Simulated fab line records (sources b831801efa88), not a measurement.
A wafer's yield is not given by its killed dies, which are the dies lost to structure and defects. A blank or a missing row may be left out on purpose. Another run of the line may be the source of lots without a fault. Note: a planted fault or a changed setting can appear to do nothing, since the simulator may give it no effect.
Tool commonality check :: flow gf180mcu :: Sample size 13 lots and 37 wafers

REASON FOR OPENING
At GF_V3_THK_MEAS_01 the reading V3_CVD_00_THK is flagged on 2 of 13 lots. Fault-free wafers read 600 nm, with a standard deviation of 5.6.
Rule: a lot gets a flag if all its wafers with a number sit over 4 standard deviations from that mean, or if no wafer of it has a number. The rest of the lots are taken to be sound.

lot: L496
measured: day 21 09:52
on: film_metro-02
V3_CVD_00_THK (nm), wafer by wafer: 601 600
flag: 

lot: L497
measured: day 21 18:36
on: film_metro-01
V3_CVD_00_THK (nm), wafer by wafer: 599 600 604
flag: 

lot: L498
measured: day 22 05:41
on: film_metro-01
V3_CVD_00_THK (nm), wafer by wafer: 607 597 597
flag: 

lot: L499
measured: day 22 12:29
on: film_metro-04
V3_CVD_00_THK (nm), wafer by wafer: 605 604 604
flag: 

lot: L503
measured: day 24 08:35
on: film_metro-02
V3_CVD_00_THK (nm), wafer by wafer: 289 296 300
flag: FLAGGED

lot: L505
measured: day 24 16:25
on: film_metro-04
V3_CVD_00_THK (nm), wafer by wafer: 296 287 295
flag: FLAGGED

lot: L511
measured: day 26 12:36
on: film_metro-02
V3_CVD_00_THK (nm), wafer by wafer: 598 595 593
flag: 

lot: L512
measured: day 26 16:31
on: film_metro-04
V3_CVD_00_THK (nm), wafer by wafer: 596 598 600
flag: 

lot: L514
measured: day 27 11:39
on: film_metro-01
V3_CVD_00_THK (nm), wafer by wafer: 610 599 605
flag: 

lot: L515
measured: day 27 18:14
on: film_metro-04
V3_CVD_00_THK (nm), wafer by wafer: 605 604 598
flag: 

lot: L517
measured: day 28 04:50
on: film_metro-01
V3_CVD_00_THK (nm), wafer by wafer: 605 601 605
flag: 

lot: L518
measured: day 28 14:26
on: film_metro-02
V3_CVD_00_THK (nm), wafer by wafer: 601 603
flag: 

lot: L519
measured: day 28 20:28
on: film_metro-01
V3_CVD_00_THK (nm), wafer by wafer: 593 602 601
flag: 
Average over the flagged lots: 294 nm; offset from the usual -306 nm, equal to -55 standard deviations.

TOOL THAT RAN EACH LOT
The record holds 2 process steps before the reading, out of a route of 602 steps. Each cell gives the tool, then ch followed by the chambers the sampled wafers passed through, then the start.
lot: L496
flag: 
GF_M3_SPUTTER_00: pvd_sputter-04, day 20 08:22
GF_V3_CVD_00: hdpcvd-02 ch 0, day 21 09:47

lot: L497
flag: 
GF_M3_SPUTTER_00: pvd_sputter-04, day 20 17:11
GF_V3_CVD_00: hdpcvd-02 ch 0,2, day 21 18:31

lot: L498
flag: 
GF_M3_SPUTTER_00: pvd_sputter-02, day 21 05:14
GF_V3_CVD_00: hdpcvd-02 ch 0,1,2, day 22 05:35

lot: L499
flag: 
GF_M3_SPUTTER_00: pvd_sputter-02, day 21 10:57
GF_V3_CVD_00: hdpcvd-02 ch 1,2, day 22 12:25

lot: L503
flag: FLAGGED
GF_M3_SPUTTER_00: pvd_sputter-02, day 23 09:04
GF_V3_CVD_00: hdpcvd-02 ch 0,1,2, day 24 08:31

lot: L505
flag: FLAGGED
GF_M3_SPUTTER_00: pvd_sputter-04, day 23 17:09
GF_V3_CVD_00: hdpcvd-02 ch 0,1,2, day 24 16:20

lot: L511
flag: 
GF_M3_SPUTTER_00: pvd_sputter-02, day 25 14:28
GF_V3_CVD_00: hdpcvd-01 ch 0,1, day 26 12:31

lot: L512
flag: 
GF_M3_SPUTTER_00: pvd_sputter-04, day 25 18:31
GF_V3_CVD_00: hdpcvd-01 ch 0,1, day 26 16:25

lot: L514
flag: 
GF_M3_SPUTTER_00: pvd_sputter-02, day 26 13:59
GF_V3_CVD_00: hdpcvd-01 ch 0,1,2, day 27 11:34

lot: L515
flag: 
GF_M3_SPUTTER_00: pvd_sputter-01, day 26 21:07
GF_V3_CVD_00: hdpcvd-01 ch 0,1,2, day 27 18:10

lot: L517
flag: 
GF_M3_SPUTTER_00: pvd_sputter-01, day 27 08:17
GF_V3_CVD_00: hdpcvd-01 ch 0,1, day 28 04:44

lot: L518
flag: 
GF_M3_SPUTTER_00: pvd_sputter-01, day 27 17:40
GF_V3_CVD_00: hdpcvd-01 ch 0,1, day 28 14:22

lot: L519
flag: 
GF_M3_SPUTTER_00: pvd_sputter-02, day 28 00:00
GF_V3_CVD_00: hdpcvd-02 ch 0,1,2, day 28 20:22
What these steps do:
- GF_M3_SPUTTER_00: material Ti, target thk 37.5 nm, time 150 s.
- GF_V3_CVD_00: deposits SiO2, target thk 600 nm, time 100 s.
- GF_V3_THK_MEAS_01

FLAGGED AGAINST TOTAL, ONE TOOL AT A TIME (gauges that did the reading follow at the end)
step: GF_M3_SPUTTER_00
tool: pvd_sputter-01
lots run: 3
flagged: 0
share of the flagged lots: none
sound lots run after its first flagged lot: -

step: GF_M3_SPUTTER_00
tool: pvd_sputter-02
lots run: 6
flagged: 1
share of the flagged lots: some
sound lots run after its first flagged lot: 3 (L511,L514,L519)

step: GF_M3_SPUTTER_00
tool: pvd_sputter-04
lots run: 4
flagged: 1
share of the flagged lots: some
sound lots run after its first flagged lot: 1 (L512)

step: GF_V3_CVD_00
tool: hdpcvd-01
lots run: 6
flagged: 0
share of the flagged lots: none
sound lots run after its first flagged lot: -

step: GF_V3_CVD_00
tool: hdpcvd-02
lots run: 7
flagged: 2
share of the flagged lots: all
sound lots run after its first flagged lot: 1 (L519)

step: GF_V3_THK_MEAS_01
tool: film_metro-01
lots run: 5
flagged: 0
share of the flagged lots: none
sound lots run after its first flagged lot: -

step: GF_V3_THK_MEAS_01
tool: film_metro-02
lots run: 4
flagged: 1
share of the flagged lots: some
sound lots run after its first flagged lot: 2 (L511,L518)

step: GF_V3_THK_MEAS_01
tool: film_metro-04
lots run: 4
flagged: 1
share of the flagged lots: some
sound lots run after its first flagged lot: 2 (L512,L515)

THE TABLE: WHAT IT ALLOWS
1 row of the table ran every flagged lot: hdpcvd-02 at GF_V3_CVD_00.
- hdpcvd-02 at GF_V3_CVD_00: 2 of its 7 lots flagged. After the first flagged lot (L519), sound lots still ran on it; a lasting fault on the whole tool would not permit that. Its own readings (sih4_flow_sccm) fall more than 4 standard deviations out on all wafers of the flagged lots.
Not one row of the table ran every flagged lot while running no sound lot after the first.

WHAT THE SIMULATOR HAD INSERTED
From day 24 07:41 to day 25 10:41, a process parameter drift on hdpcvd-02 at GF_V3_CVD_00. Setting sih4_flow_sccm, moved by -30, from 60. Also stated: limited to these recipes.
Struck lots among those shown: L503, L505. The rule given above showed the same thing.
